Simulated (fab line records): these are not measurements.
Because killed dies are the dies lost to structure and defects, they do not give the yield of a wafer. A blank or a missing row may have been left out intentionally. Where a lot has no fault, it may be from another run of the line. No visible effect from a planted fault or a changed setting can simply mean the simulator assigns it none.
fab line records -- flow sky130
record lots=11, wafers=31, lastDay=50
route steps=708 shown METAL5@663 PASSIVATION@683 PAD_OPEN@708
lots that met no fault: from a run of the same line without faults
startH: start of the lot's first displayed wafer, in hours after the record's first day -- waitH: hours elapsed since this lot's preceding step -- " as in the row above -- L1.1+2: several wafers, shown together as one row -- - no value, or no start given -- * or withheld: withheld -- < > ~ a bound
route shown NAME@n: names a module that has steps shown in the file, with the first one's number in the route -- usual: mean/standard deviation taken from wafers without a fault -- same: alike in all rows -- chamber/n: place in a boat -- sites: per-site readings -- _std_site: standard deviation across them -- _edge_site: inner sites' mean taken away from outer sites' mean -- radiusMm: for every site, how far away it sits from the centre of the wafer -- mask NAME#n: copy n -- behind: the tool/chamber that last shaped the wafer -- hold: why the lot was held/for how many hours/how that ended -- device: transistor that didn't switch, given as n, p or np -- end of line: the tests these same wafers got at the end of their route -- a step without rows: its recipe alone -- killed: not the wafer's yield, but the dies lost to structure and defects at the first sort -- map: per-die view of a wafer (x killed, . not killed, _ where there is no die)
set.NAME: the run value of the setting; set.NAME@STEP: its run value at that earlier step -- model.NAME: the simulator's own value behind a step, which no gauge read
the route's steps for a sample of lots (tables are steps, rows are wafers)
services: the hour from which a tool's chamber was out of use, counted from the record's first day as startH (under 0 if before that day), plus the number of hours and why
## steps
# step SKY_METAL5_SPUTTER_02
# recipe material=AlCu, targetThkNm=1150, powerW=10600, timeS=61.2, chamberPressurePa=0.4
# usual throttleValvePct=30.2/1.2
lot.wafer,tool,chamber,startH,waitH,throttleValvePct
L387.1,pvdSputter-04,-,977.01,0.0,31.4
L387.4,pvdSputter-04,-,977.01,0.0,29.8
L387.6,pvdSputter-04,-,977.01,0.0,29.9
L388.2,pvdSputter-01,-,1001.80,0.0,28.5
L388.3,pvdSputter-01,-,1001.80,0.0,32.8
L388.4,pvdSputter-01,-,1001.80,0.0,29.8
L389.2,pvdSputter-03,-,1021.95,0.0,30.7
L389.3,pvdSputter-03,-,1021.95,0.0,29.3
L389.6,pvdSputter-03,-,1021.95,0.0,31.2
L390.1,pvdSputter-01,-,1039.51,0.0,29.7
L390.4,pvdSputter-01,-,1039.51,0.0,30.1
L390.5,pvdSputter-01,-,1039.51,0.0,30.0
L392.1,pvdSputter-01,-,1045.09,0.0,29.7
L392.5,pvdSputter-01,-,1045.09,0.0,29.7
L392.6,pvdSputter-01,-,1045.09,0.0,32.7
L397.1,pvdSputter-01,-,1084.06,0.0,30.4
L397.3,pvdSputter-01,-,1084.06,0.0,33.2
L397.5,pvdSputter-01,-,1084.06,0.0,33.0
L398.1,pvdSputter-04,-,1087.36,0.0,29.1
L398.4,pvdSputter-04,-,1087.36,0.0,29.7
L398.6,pvdSputter-04,-,1087.36,0.0,30.1
L400.2,pvdSputter-01,-,1121.21,0.0,28.5
L400.3,pvdSputter-01,-,1121.21,0.0,32.4
L400.6,pvdSputter-01,-,1121.21,0.0,29.6
L403.1,pvdSputter-01,-,1122.56,0.0,32.9
L403.3,pvdSputter-01,-,1122.56,0.0,30.2
L403.6,pvdSputter-01,-,1122.56,0.0,32.6
L404.3,pvdSputter-04,-,1125.80,0.0,31.1
L404.4,pvdSputter-04,-,1125.80,0.0,31.0
L407.1,pvdSputter-04,-,1138.59,0.0,28.9
L407.4,pvdSputter-04,-,1138.59,0.0,29.8
# step SKY_METAL5_SPUTTER_03
# recipe material=Ti, targetThkNm=5, powerW=3000, timeS=3.3, chamberPressurePa=0.4
# usual throttleValvePct=30.2/1.2
lot.wafer,tool,chamber,startH,waitH,throttleValvePct
L387.1,pvdSputter-04,-,977.06,0.0,31.3
L387.4,pvdSputter-04,-,977.06,0.0,29.8
L387.6,pvdSputter-04,-,977.06,0.0,29.5
L388.2,pvdSputter-01,-,1001.85,0.0,28.5
L388.3,pvdSputter-01,-,1001.85,0.0,33.0
L388.4,pvdSputter-01,-,1001.85,0.0,29.5
L389.2,pvdSputter-03,-,1022.00,0.0,31.0
L389.3,pvdSputter-03,-,1022.00,0.0,29.2
L389.6,pvdSputter-03,-,1022.00,0.0,31.0
L390.1,pvdSputter-01,-,1039.56,0.0,29.8
L390.4,pvdSputter-01,-,1039.56,0.0,30.3
L390.5,pvdSputter-01,-,1039.56,0.0,30.3
L392.1,pvdSputter-01,-,1045.14,0.0,29.9
L392.5,pvdSputter-01,-,1045.14,0.0,29.9
L392.6,pvdSputter-01,-,1045.14,0.0,32.8
L397.1,pvdSputter-01,-,1084.11,0.0,30.2
L397.3,pvdSputter-01,-,1084.11,0.0,32.7
L397.5,pvdSputter-01,-,1084.11,0.0,32.7
L398.1,pvdSputter-04,-,1087.41,0.0,29.1
L398.4,pvdSputter-04,-,1087.41,0.0,30.0
L398.6,pvdSputter-04,-,1087.41,0.0,29.5
L400.2,pvdSputter-01,-,1121.26,0.0,28.6
L400.3,pvdSputter-01,-,1121.26,0.0,32.8
L400.6,pvdSputter-01,-,1121.26,0.0,29.9
L403.1,pvdSputter-01,-,1122.62,0.0,32.5
L403.3,pvdSputter-01,-,1122.62,0.0,30.2
L403.6,pvdSputter-01,-,1122.62,0.0,32.7
L404.3,pvdSputter-04,-,1125.85,0.0,31.0
L404.4,pvdSputter-04,-,1125.85,0.0,31.0
L407.1,pvdSputter-04,-,1138.64,0.0,29.1
L407.4,pvdSputter-04,-,1138.64,0.0,30.1
# step SKY_METAL5_STRIP_16
# recipe chemistry=O2/N2, powerW=1400, pressureMtorr=1500, platenTempC=withheld, o2FlowSccm=3000, n2FlowSccm=300, overashFraction=0.5
# usual chamberPressureMTorr=1500.0/1.3, drypumpMotorCurrentA=5.9/0.52, oesProductAu=0.710/0.0043, stripTimeToEndpointS=13.12/0.088
lot.wafer,tool,chamber,startH,waitH,chamberPressureMTorr,drypumpMotorCurrentA,oesProductAu,rfHoursCounterH,stripTimeToEndpointS
L387.1,plasmaAsher-02,0,1001.47,0.2,1499.8,6.4,0.703,118,13.04
L387.4,plasmaAsher-02,0,1001.47,0.2,1499.2,6.4,0.708,-,12.93
L387.6,plasmaAsher-02,1,1001.47,0.2,1500.8,6.3,0.710,-,12.97
L388.2,plasmaAsher-04,0,1024.93,0.2,1499.4,6.3,0.716,58,13.02
L388.3,plasmaAsher-04,0,1024.93,0.2,1500.1,6.3,0.714,-,13.09
L388.4,plasmaAsher-04,1,1024.93,0.2,1500.3,5.1,0.706,-,12.85
L389.2,plasmaAsher-04,1,1045.69,0.2,1499.1,5.0,0.711,61,13.04
L389.3,plasmaAsher-04,0,1045.69,0.2,1500.1,6.3,0.710,-,13.15
L389.6,plasmaAsher-04,0,1045.69,0.2,1500.7,6.3,0.701,-,13.20
L390.1,plasmaAsher-04,0,1062.16,0.4,1499.7,6.3,0.709,62,13.06
L390.4,plasmaAsher-04,1,1062.16,0.4,1503.6,5.1,0.713,-,13.00
L390.5,plasmaAsher-04,1,1062.16,0.4,1501.9,5.1,0.715,-,13.06
L392.1,plasmaAsher-01,1,1066.74,0.2,1503.1,5.9,0.715,32,13.19
L392.5,plasmaAsher-01,1,1066.74,0.2,1500.8,5.9,0.708,-,13.13
L392.6,plasmaAsher-01,0,1066.74,0.2,1498.9,5.4,0.717,-,13.19
L397.1,plasmaAsher-02,0,1104.74,0.2,1500.6,6.4,0.712,4,13.20
L397.3,plasmaAsher-02,0,1104.74,0.2,1501.4,6.4,0.706,-,13.14
L397.5,plasmaAsher-02,0,1104.74,0.2,1501.2,6.4,0.706,-,13.22
L398.1,plasmaAsher-02,0,1108.14,0.2,1500.5,6.4,0.710,4,13.15
L398.4,plasmaAsher-02,0,1108.14,0.2,1499.6,6.4,0.711,-,13.16
L398.6,plasmaAsher-02,0,1108.14,0.2,1498.3,6.4,0.713,-,13.17
L400.2,plasmaAsher-01,0,1139.54,0.2,1501.2,5.4,0.710,39,13.09
L400.3,plasmaAsher-01,0,1139.54,0.2,1499.5,5.4,0.709,-,13.09
L400.6,plasmaAsher-01,0,1139.54,0.2,1500.0,5.4,0.704,-,13.15
L403.1,plasmaAsher-04,0,1141.43,0.2,1502.4,6.3,0.703,70,13.17
L403.3,plasmaAsher-04,1,1141.43,0.2,1499.0,5.1,0.711,-,13.21
L403.6,plasmaAsher-04,0,1141.43,0.2,1498.2,6.3,0.712,-,13.16
L404.3,plasmaAsher-01,1,1145.27,0.1,1498.3,5.8,0.710,-,12.98
L404.4,plasmaAsher-01,0,1145.27,0.1,1501.5,5.4,0.706,-,13.00
L407.1,plasmaAsher-04,0,1157.19,0.2,1498.4,6.3,0.712,72,13.18
L407.4,plasmaAsher-04,0,1157.19,0.2,1500.0,6.3,0.708,-,13.08
# step SKY_PASSIVATION_CVD_02
# recipe material=Si3N4, targetThkNm=540, tempC=400, timeS=withheld, rfW=450
# usual heaterPowerW=724/98
lot.wafer,tool,chamber,startH,waitH,heaterPowerW
L387.1,pecvd-04,0,1002.15,0.1,608
L387.4,pecvd-04,2,1002.15,0.1,627
L387.6,pecvd-04,1,1002.15,0.1,820
L388.2,pecvd-04,2,1025.65,0.0,673
L388.3,pecvd-04,0,1025.65,0.0,633
L388.4,pecvd-04,0,1025.65,0.0,648
L389.2,pecvd-04,1,1046.40,0.0,778
L389.3,pecvd-04,0,1046.40,0.0,625
L389.6,pecvd-04,1,1046.40,0.0,805
L390.1,pecvd-02,1,1062.83,0.1,800
L390.4,pecvd-02,2,1062.83,0.1,610
L390.5,pecvd-02,0,1062.83,0.1,653
L392.1,pecvd-02,0,1067.52,0.1,647
L392.5,pecvd-02,2,1067.52,0.1,627
L392.6,pecvd-02,1,1067.52,0.1,865
L397.1,pecvd-03,0,1105.47,0.1,856
L397.3,pecvd-03,1,1105.47,0.1,677
L397.5,pecvd-03,2,1105.47,0.1,902
L398.1,pecvd-04,0,1108.83,0.1,585
L398.4,pecvd-04,0,1108.83,0.1,626
L398.6,pecvd-04,1,1108.83,0.1,837
L400.2,pecvd-02,0,1140.25,0.0,657
L400.3,pecvd-02,1,1140.25,0.0,858
L400.6,pecvd-02,2,1140.25,0.0,682
L403.1,pecvd-04,1,1142.10,0.1,794
L403.3,pecvd-04,2,1142.10,0.1,694
L403.6,pecvd-04,1,1142.10,0.1,857
L404.3,pecvd-02,0,1145.91,0.0,670
L404.4,pecvd-02,2,1145.91,0.0,674
L407.1,pecvd-02,1,1157.86,0.1,880
L407.4,pecvd-02,1,1157.86,0.1,900
# step SKY_PASSIVATION_THK_MEAS_03
# recipe reads=Si3N4_of_PASSIVATION_CVD_02
# usual PASSIVATION_CVD_02_THK=540/6.6
lot.wafer,tool,chamber,startH,waitH,PASSIVATION_CVD_02_THK[nm]
L387.1,filmMetro-02,-,1002.37,-,538
L387.4,filmMetro-02,-,1002.37,-,540
L387.6,filmMetro-02,-,1002.37,-,543
L388.2,filmMetro-02,-,1025.89,-,528
L388.3,filmMetro-02,-,1025.89,-,532
L388.4,filmMetro-02,-,1025.89,-,539
L389.2,filmMetro-04,-,1046.64,-,532
L389.3,filmMetro-04,-,1046.64,-,538
L389.6,filmMetro-04,-,1046.64,-,546
L390.1,filmMetro-03,-,1063.06,-,537
L390.4,filmMetro-03,-,1063.06,-,549
L390.5,filmMetro-03,-,1063.06,-,545
L392.1,filmMetro-02,-,1067.74,-,529
L392.5,filmMetro-02,-,1067.74,-,546
L392.6,filmMetro-02,-,1067.74,-,536
L397.1,filmMetro-04,-,1105.70,-,530
L397.3,filmMetro-04,-,1105.70,-,531
L397.5,filmMetro-04,-,1105.70,-,542
L398.1,filmMetro-03,-,1109.06,-,540
L398.4,filmMetro-03,-,1109.06,-,550
L398.6,filmMetro-03,-,1109.06,-,549
L400.2,filmMetro-02,-,1140.49,-,532
L400.3,filmMetro-02,-,1140.49,-,533
L400.6,filmMetro-02,-,1140.49,-,542
L403.1,filmMetro-03,-,1142.33,-,539
L403.3,filmMetro-03,-,1142.33,-,538
L403.6,filmMetro-03,-,1142.33,-,551
L404.3,filmMetro-04,-,1146.16,-,533
L404.4,filmMetro-04,-,1146.16,-,428
L407.1,filmMetro-02,-,1158.09,-,530
L407.4,filmMetro-02,-,1158.09,-,422
# step SKY_PASSIVATION_ETCH_11
# recipe chemistry=CF4/O2, targetDepthNm=725, stopOn=AlCu, sourceW=800, biasW=150, pressureMtorr=150, cf4FlowSccm=80, O2_flow_sccm=10, timeS=161.1
# usual chamberPressureMTorr=150.01/0.14, drypumpMotorCurrentA=5.8/0.4, oesProductAu=0.978/0.0066, throttleValvePct=5.966/0.011
lot.wafer,tool,chamber,startH,waitH,chamberPressureMTorr,drypumpMotorCurrentA,oesProductAu,rfHoursCounterH,throttleValvePct
L387.1,rieDiel-03,0,1026.07,-,149.92,5.8,0.975,13,5.975
L387.4,rieDiel-03,2,1026.07,-,150.18,5.9,0.979,16,5.960
L387.6,rieDiel-03,0,1026.07,-,150.02,5.8,0.974,-,5.973
L388.2,rieDiel-02,3,1047.97,-,150.05,5.9,0.971,18,5.944
L388.3,rieDiel-02,1,1047.97,-,149.95,6.2,0.976,21,5.960
L388.4,rieDiel-02,2,1047.97,-,149.98,5.6,0.970,3,5.968
L389.2,rieDiel-03,0,1067.75,-,149.99,5.8,0.971,15,5.960
L389.3,rieDiel-03,2,1067.75,-,150.25,5.9,0.971,18,5.962
L389.6,rieDiel-03,2,1067.75,-,150.11,5.9,0.984,-,5.972
L390.1,rieDiel-03,3,1083.02,-,149.93,5.0,0.975,12,5.958
L390.4,rieDiel-03,1,1083.02,-,149.98,6.0,0.971,10,5.972
L390.5,rieDiel-03,3,1083.02,-,150.09,5.0,0.986,-,5.985
L392.1,rieDiel-02,1,1087.50,-,150.01,6.2,0.967,23,5.984
L392.5,rieDiel-02,0,1087.50,-,150.09,5.1,0.978,-,5.973
L392.6,rieDiel-02,3,1087.50,-,150.14,5.9,0.982,-,5.963
L397.1,rieDiel-04,3,1125.17,-,150.18,6.4,0.969,20,5.973
L397.3,rieDiel-04,2,1125.17,-,150.10,5.8,0.967,25,5.983
L397.5,rieDiel-04,0,1125.17,-,150.00,6.0,0.984,-,5.974
L398.1,rieDiel-04,2,1128.12,-,149.93,5.8,0.978,25,5.953
L398.4,rieDiel-04,0,1128.12,-,149.94,6.0,0.980,-,5.967
L398.6,rieDiel-04,2,1128.12,-,150.16,5.8,0.986,-,5.974
L400.2,rieDiel-04,2,1157.27,-,149.90,5.8,0.971,26,5.974
L400.3,rieDiel-04,3,1157.27,-,150.02,6.5,0.968,21,5.969
L400.6,rieDiel-04,0,1157.27,-,150.02,6.0,0.972,-,5.962
L403.1,rieDiel-04,2,1160.21,-,149.98,5.8,0.977,27,5.981
L403.3,rieDiel-04,1,1160.21,-,150.12,5.5,0.970,22,5.969
L403.6,rieDiel-04,1,1160.21,-,149.93,5.5,0.987,-,5.988
L404.3,rieDiel-04,0,1164.66,-,150.09,6.0,0.978,18,5.980
L404.4,rieDiel-04,2,1164.66,-,149.86,5.8,0.880,27,5.945
L407.1,rieDiel-03,3,1176.05,-,150.08,5.0,0.976,14,5.967
L407.4,rieDiel-03,0,1176.05,-,150.11,5.8,0.881,18,5.921
# step SKY_PAD_OPEN_PROBE_99
# usual defectLimitedYield=82.5/1.8, killed_at_M0_to_M3=43/6.6, killed_at_M4_up=3.2/1.8, killedAtContacts=24/5, killedAtFrontEnd=15/4.5, killedAtOther=0.2/0.46, killedDies=86/8.8, killedOpen=48/6.6, killedShort=38/6.1, sort_bin_3_pad_short=0.8/0.42, sort_bin_5_function=10.4/1.4, sort_bin_6_memory=6.3/1, sortNPass=406/8.8, sortYieldPct=82.5/1.8
# same grossDies=492, killedAtBackSide=0, sort_bin_4_leakage[%]=0, sort_bin_8_speed[%]=0
lot.wafer,tool,chamber,startH,waitH,defectLimitedYield[%],killed_at_M0_to_M3,killed_at_M4_up,killedAtContacts,killedAtFrontEnd,killedAtOther,killedDies,killedOpen,killedShort,sort_bin_3_pad_short[%],sort_bin_5_function[%],sort_bin_6_memory[%],sortNPass,sortYieldPct[%]
L389.2,prober-02,-,1090.66,0.1,82.9,43,5,16,20,0,84,43,41,0.8,11.0,5.3,408,82.9
L389.3,prober-02,-,1090.71,0.2,83.5,36,2,19,24,0,81,55,26,1.4,8.3,6.7,411,83.5
L389.6,prober-02,-,1090.86,0.2,81.3,43,2,24,23,0,92,58,34,1.2,10.8,6.7,400,81.3
L390.1,prober-01,-,1106.04,0.1,82.5,44,4,21,17,0,86,51,35,0.4,10.0,7.1,406,82.5
L390.4,prober-01,-,1106.19,0.2,82.9,51,3,18,12,0,84,39,45,1.0,11.0,5.1,408,82.9
L390.5,prober-01,-,1106.24,0.2,83.7,37,4,22,17,0,80,42,38,0.2,10.0,6.1,412,83.7
L392.1,prober-01,-,1110.89,0.1,81.7,46,2,28,14,0,90,54,36,0.8,10.4,7.1,402,81.7
L392.5,prober-01,-,1111.09,0.2,80.1,48,2,32,16,0,98,55,43,0.4,12.0,7.5,394,80.1
L392.6,prober-01,-,1111.14,0.2,81.9,42,5,24,18,0,89,49,40,1.0,9.8,7.3,403,81.9
L397.1,prober-01,-,1146.39,0.1,78.5,55,1,24,25,1,106,61,45,0.8,12.6,8.1,386,78.5
L397.3,prober-01,-,1146.49,0.2,81.9,36,1,30,22,0,89,50,39,0.4,11.6,6.1,403,81.9
L397.5,prober-01,-,1146.59,0.2,80.5,44,5,32,15,0,96,56,40,0.2,13.4,5.9,396,80.5
L398.1,prober-02,-,1148.80,0.1,82.1,52,3,20,13,0,88,44,44,0.8,11.0,6.1,404,82.1
L398.4,prober-02,-,1148.95,0.2,80.9,41,1,24,28,0,94,46,48,0.6,11.0,7.5,398,80.9
L398.6,prober-02,-,1149.05,0.2,86.8,34,6,14,11,0,65,38,27,0.8,6.3,6.1,427,86.8
L400.2,prober-01,-,1178.53,0.1,81.9,53,4,17,14,1,89,42,47,1.0,10.2,6.9,403,81.9
L400.3,prober-01,-,1178.58,0.2,80.3,45,5,31,16,0,97,62,35,1.0,10.4,8.3,395,80.3
L400.6,prober-01,-,1178.73,0.2,80.5,48,3,30,14,1,96,56,40,1.2,10.4,7.9,396,80.5
L403.1,prober-02,-,1180.43,0.1,83.7,46,3,22,9,0,80,46,34,0.4,10.2,5.7,412,83.7
L403.3,prober-02,-,1180.53,0.2,81.7,53,4,19,14,0,90,48,42,1.2,12.4,4.7,402,81.7
L403.6,prober-02,-,1180.68,0.2,84.3,42,1,24,9,1,77,46,31,0.8,9.6,5.3,415,84.3
L404.3,prober-02,-,1184.91,0.2,81.1,37,5,29,21,1,93,44,49,1.0,10.2,7.7,399,81.1
L404.4,prober-02,-,1184.96,0.2,82.5,36,4,30,16,0,86,50,36,1.2,10.8,5.5,406,82.5
# killed by level:class
L389.2 VIA1:geometricParticle:open=12 METAL1:geometricParticle:short=8 VIA2:geometricParticle:open=8 FIELD_ISO:geometricParticle:open=6 FIELD_ISO:geometricParticle:short=6 CONTACT:geometricParticle:open=5 METAL2:geometricParticle:short=5 METAL4:geometricParticle:short=5
L389.3 VIA2:geometricParticle:open=12 POLY_GATE:geometricParticle:open=10 VIA3:geometricParticle:open=6 LI_CONTACT:geometricParticle:open=6 CONTACT:geometricParticle:open=6 VIA1:geometricParticle:open=6 POLY_GATE:geometricParticle:short=4 LOCAL_INTERCONNECT:geometricParticle:short=4
L389.6 VIA1:geometricParticle:open=15 CONTACT:geometricParticle:open=11 VIA2:geometricParticle:open=11 POLY_GATE:geometricParticle:short=10 FIELD_ISO:geometricParticle:open=5 METAL2:geometricParticle:short=5 LI_CONTACT:geometricParticle:open=4 POLY_GATE:geometricParticle:open=3
L390.1 VIA1:geometricParticle:open=13 VIA2:geometricParticle:open=7 LI_CONTACT:geometricParticle:open=6 CONTACT:geometricParticle:open=6 FIELD_ISO:geometricParticle:open=5 POLY_GATE:geometricParticle:open=5 CONTACT:geometricParticle:short=5 METAL1:geometricParticle:short=5
L390.4 VIA1:geometricParticle:open=11 VIA3:geometricParticle:open=8 VIA1:geometricParticle:short=7 CONTACT:geometricParticle:open=6 METAL2:geometricParticle:short=5 VIA3:geometricParticle:short=5 FIELD_ISO:geometricParticle:short=4 POLY_GATE:geometricParticle:short=4
L390.5 CONTACT:geometricParticle:open=8 VIA1:geometricParticle:open=8 VIA3:geometricParticle:open=8 FIELD_ISO:geometricParticle:short=5 METAL2:geometricParticle:short=5 VIA2:geometricParticle:open=5 POLY_GATE:geometricParticle:open=4 CONTACT:geometricParticle:short=4
L392.1 CONTACT:geometricParticle:open=12 VIA1:geometricParticle:open=10 VIA3:geometricParticle:open=6 VIA1:geometricParticle:short=6 VIA2:geometricParticle:open=6 CONTACT:geometricParticle:short=5 LI_CONTACT:geometricParticle:short=5 LI_CONTACT:geometricParticle:open=5
L392.5 CONTACT:geometricParticle:open=13 VIA1:geometricParticle:open=9 VIA3:geometricParticle:open=9 VIA2:geometricParticle:open=7 CONTACT:geometricParticle:short=7 METAL1:geometricParticle:short=7 VIA1:geometricParticle:short=6 LI_CONTACT:geometricParticle:open=5
L392.6 VIA1:geometricParticle:open=11 CONTACT:geometricParticle:open=9 CONTACT:geometricParticle:short=7 VIA2:geometricParticle:open=7 FIELD_ISO:geometricParticle:open=5 FIELD_ISO:geometricParticle:short=5 VIA3:geometricParticle:open=5 LI_CONTACT:geometricParticle:open=5
L397.1 VIA1:geometricParticle:open=15 VIA2:geometricParticle:open=9 CONTACT:geometricParticle:open=8 VIA3:geometricParticle:open=7 FIELD_ISO:geometricParticle:open=5 FIELD_ISO:geometricParticle:short=5 POLY_GATE:geometricParticle:short=5 METAL1:geometricParticle:short=5
L397.3 CONTACT:geometricParticle:open=14 LI_CONTACT:geometricParticle:open=7 VIA1:geometricParticle:open=7 METAL2:geometricParticle:short=6 METAL1:geometricParticle:short=5 VIA2:geometricParticle:open=5 FIELD_ISO:geometricParticle:open=4 POLY_GATE:geometricParticle:open=4
L397.5 LI_CONTACT:geometricParticle:open=12 CONTACT:geometricParticle:open=12 METAL2:geometricParticle:short=11 VIA1:geometricParticle:open=8 VIA2:geometricParticle:open=7 VIA3:geometricParticle:open=5 FIELD_ISO:geometricParticle:short=4 FIELD_ISO:geometricParticle:open=4
L398.1 VIA1:geometricParticle:open=12 METAL1:geometricParticle:short=10 VIA2:geometricParticle:open=9 CONTACT:geometricParticle:open=7 METAL2:geometricParticle:short=7 CONTACT:geometricParticle:short=5 POLY_GATE:geometricParticle:open=4 VIA1:geometricParticle:short=4
L398.4 CONTACT:geometricParticle:open=11 FIELD_ISO:geometricParticle:open=9 POLY_GATE:geometricParticle:short=9 VIA3:geometricParticle:short=8 VIA1:geometricParticle:open=8 CONTACT:geometricParticle:short=6 LI_CONTACT:geometricParticle:open=4 METAL1:geometricParticle:short=4
L398.6 VIA1:geometricParticle:open=7 CONTACT:geometricParticle:open=7 VIA3:geometricParticle:open=6 VIA2:geometricParticle:open=6 METAL4:geometricParticle:short=5 METAL1:geometricParticle:short=5 FIELD_ISO:geometricParticle:open=4 LOCAL_INTERCONNECT:geometricParticle:short=3
L400.2 VIA1:geometricParticle:open=9 METAL2:geometricParticle:short=8 VIA3:geometricParticle:open=8 VIA1:geometricParticle:short=7 CONTACT:geometricParticle:open=6 CONTACT:geometricParticle:short=6 VIA2:geometricParticle:open=5 FIELD_ISO:geometricParticle:short=4
L400.3 CONTACT:geometricParticle:open=13 VIA1:geometricParticle:open=12 LI_CONTACT:geometricParticle:open=9 METAL2:geometricParticle:short=6 VIA2:geometricParticle:open=6 FIELD_ISO:geometricParticle:short=5 VIA3:geometricParticle:open=5 CONTACT:geometricParticle:short=4
L400.6 CONTACT:geometricParticle:open=12 LI_CONTACT:geometricParticle:open=11 METAL2:geometricParticle:short=9 VIA1:geometricParticle:open=9 VIA2:geometricParticle:open=8 METAL1:geometricParticle:short=5 VIA2:geometricParticle:short=5 FIELD_ISO:geometricParticle:short=4
L403.1 VIA1:geometricParticle:open=13 CONTACT:geometricParticle:open=8 VIA2:geometricParticle:open=7 FIELD_ISO:geometricParticle:open=6 LI_CONTACT:geometricParticle:open=6 VIA2:geometricParticle:short=6 METAL2:geometricParticle:short=5 CONTACT:geometricParticle:short=4
L403.3 VIA3:geometricParticle:open=14 VIA1:geometricParticle:open=10 CONTACT:geometricParticle:open=9 FIELD_ISO:geometricParticle:short=7 METAL2:geometricParticle:short=7 VIA1:geometricParticle:short=5 LI_CONTACT:geometricParticle:open=4 METAL3:geometricParticle:short=4
L403.6 VIA1:geometricParticle:open=12 CONTACT:geometricParticle:open=9 VIA3:geometricParticle:open=7 METAL1:geometricParticle:short=5 LI_CONTACT:geometricParticle:open=5 LOCAL_INTERCONNECT:geometricParticle:short=4 CONTACT:geometricParticle:short=4 VIA1:geometricParticle:short=4
L404.3 LI_CONTACT:geometricParticle:open=10 METAL1:geometricParticle:short=7 CONTACT:geometricParticle:open=7 FIELD_ISO:geometricParticle:open=6 CONTACT:geometricParticle:short=6 VIA3:geometricParticle:open=6 VIA1:geometricParticle:short=5 VIA1:geometricParticle:open=5
L404.4 CONTACT:geometricParticle:open=10 CONTACT:geometricParticle:short=9 VIA2:geometricParticle:open=9 VIA1:geometricParticle:open=8 POLY_GATE:geometricParticle:open=7 LI_CONTACT:geometricParticle:open=6 VIA1:geometricParticle:short=5 FIELD_ISO:geometricParticle:open=4
## services
tool,chamber,startH,hours,kind
rieDiel-04,2,960.06,7.6,repair
pvdSputter-04,-,962.53,1.0,repair
pecvd-02,0,970.55,5.6,repair
pvdSputter-03,-,977.65,3.0,repair
pvdSputter-04,-,1006.43,4.6,repair
pecvd-04,-,1010.45,5.5,pm
rieDiel-02,-,1016.33,2.8,pm
plasmaAsher-01,-,1022.95,4.7,repair
rieDiel-03,-,1038.96,1.5,repair
plasmaAsher-01,-,1047.35,2.8,pm
plasmaAsher-02,-,1055.25,9.0,pm
rieDiel-03,3,1056.97,8.2,repair
pvdSputter-04,-,1058.58,2.6,repair
pecvd-04,2,1062.23,22.9,repair
pvdSputter-04,-,1064.15,0.6,repair
pecvd-02,-,1066.22,1.1,repair
pecvd-02,-,1097.80,2.8,pm
plasmaAsher-01,-,1101.67,8.0,repair
rieDiel-03,3,1117.05,10.8,repair
rieDiel-03,0,1117.25,9.5,repair
rieDiel-04,3,1127.34,6.8,repair
rieDiel-04,-,1128.62,0.2,repair
rieDiel-03,3,1153.08,9.3,repair
rieDiel-03,0,1159.64,2.3,repair
## key
firstSign step=SKY_PASSIVATION_THK_MEAS_03, reading=PASSIVATION_CVD_02_THK, direction=down, sigmas=17, usual=540, struck=425
effect step=SKY_PASSIVATION_ETCH_11, reading=oesProductAu, direction=down, sigmas=15, usual=0.978, struck=0.880
metAt SKY_PASSIVATION_CVD_02
struckLots L404,L407
struckWafers L404.4,L407.4
notActingAt SKY_METAL5_SPUTTER_02,SKY_METAL5_SPUTTER_03,SKY_METAL5_STRIP_16
onsetBetween 1140.25 1145.91
fault kind=processParameterDrift, tool=pecvd-02, chamber=-, onsetH=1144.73, steps=SKY_PASSIVATION_CVD_02, channel=targetThkNm, offset=-118.29, shape=step, endH=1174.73, scope=struckWafersOnly, actsIn=theseRecipesOnly, stated=540
